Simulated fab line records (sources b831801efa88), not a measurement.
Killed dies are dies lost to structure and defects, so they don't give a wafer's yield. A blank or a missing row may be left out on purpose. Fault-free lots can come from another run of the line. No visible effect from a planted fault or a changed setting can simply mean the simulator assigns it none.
The same fault as seen by 2 desks || flow sfq line || only its own numbers are on each desk; what lay behind them is given at the end

AT THE TOOL OWNER'S DESK: rie diel-01
The tool's own readings at SFQ_TRILAYER_I2_VIA_BARC_OPEN_VIA_ETCH_096 (etches BARC in O2, target depth 125 nm, time 41.7 s): means of the sampled wafers that have a number, for each lot that ran on this tool. Any lot whose mean is over 4 standard deviations away from the usual mean is out of limits and marked OUT; that distance is given in the brackets.
Columns: A = drypump motor current A at SFQ_TRILAYER_I2_VIA_BARC_OPEN_VIA_ETCH_096, usual 5.9 A; B = oes product au at SFQ_TRILAYER_I2_VIA_BARC_OPEN_VIA_ETCH_096, usual 0.685 a.u.; C = run length s at SFQ_TRILAYER_I2_VIA_BARC_OPEN_VIA_ETCH_096, usual 69.9 s
{"lot": "L473", "first seen here": "day 24 11:32", "A": 6.2, "B": 0.680, "C": 69.7}
{"lot": "L474", "first seen here": "day 25 01:20", "A": 5.7, "B": 0.684, "C": 70.2}
{"lot": "L477", "first seen here": "day 26 14:32", "A": 6.1, "B": 0.686, "C": 69.6}
{"lot": "L480", "first seen here": "day 27 20:32", "A": 6.1, "B": 0.688, "C": 69.7}
{"lot": "L487", "first seen here": "day 30 13:58", "A": 5.2, "B": 0.679, "C": "72.0 (+4.5) OUT"}
{"lot": "L488", "first seen here": "day 31 01:31", "A": 5.7, "B": 0.681, "C": 70.8}
This desk's verdict: out of limits on L487, starting with L487 at day 30 13:58 (run length s at SFQ_TRILAYER_I2_VIA_BARC_OPEN_VIA_ETCH_096). L473, L474, L477, L480, L488: within limits.

METROLOGY DESK
What the gauges read, lot by lot, whatever tool the lot ran on: means of the sampled wafers that have a number. Any lot whose mean is over 4 standard deviations away from the usual mean is out of limits and marked OUT; that distance is given in the brackets.
Columns: A = I5_OVL at SFQ_I5_OVL_MEAS_936, usual 1 nm; B = M8_AU_THK at SFQ_M8_THK_MEAS_950, usual 182.4 nm
{"lot": "L473", "first seen here": "day 53 02:48", "A": -8, "B": 185.2}
{"lot": "L474", "first seen here": "day 53 10:00", "A": -3, "B": 184.3}
{"lot": "L477", "first seen here": "day 54 17:12", "A": -0, "B": 180.5}
{"lot": "L478", "first seen here": "day 55 02:48", "A": -3, "B": 182.7}
{"lot": "L479", "first seen here": "day 55 17:38", "A": 4, "B": 179.6}
{"lot": "L480", "first seen here": "day 55 23:38", "A": -4, "B": 184.7}
{"lot": "L481", "first seen here": "day 56 06:49", "A": 4, "B": 182.1}
{"lot": "L482", "first seen here": "day 56 12:50", "A": 4, "B": 181.1}
{"lot": "L487", "first seen here": "day 57 16:14", "A": -2, "B": 180.8}
{"lot": "L488", "first seen here": "day 57 17:25", "A": 11, "B": 183.7}
{"lot": "L491", "first seen here": "day 58 11:26", "A": 1, "B": 181.7}
{"lot": "L492", "first seen here": "day 58 15:01", "A": -4, "B": 182.6}
{"lot": "L494", "first seen here": "day 58 22:20", "A": 1, "B": 184.3}
{"lot": "L495", "first seen here": "day 59 03:53", "A": -8, "B": 179.5}
This desk's finding: nothing out of limits on any of the 14 lots.

PUT TOGETHER
An alarm could have come from the tool owner's desk at day 30 13:58, on L487.
At the metrology desk, nothing out of limits was observed.
The metrology desk has L487 on record, within its limits.
Every lot named ran SFQ_TRILAYER_I2_VIA_BARC_OPEN_VIA_ETCH_096 on rie diel-01.

WHAT HAD BEEN PUT IN BY THE SIMULATOR
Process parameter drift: rie diel-01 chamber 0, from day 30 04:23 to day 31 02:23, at SFQ_TRILAYER_I2_VIA_BARC_OPEN_VIA_ETCH_096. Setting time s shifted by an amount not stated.
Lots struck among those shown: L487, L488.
How many hours passed from the start of the fault until each desk's first out-of-limits reading: the tool owner's desk, 10.
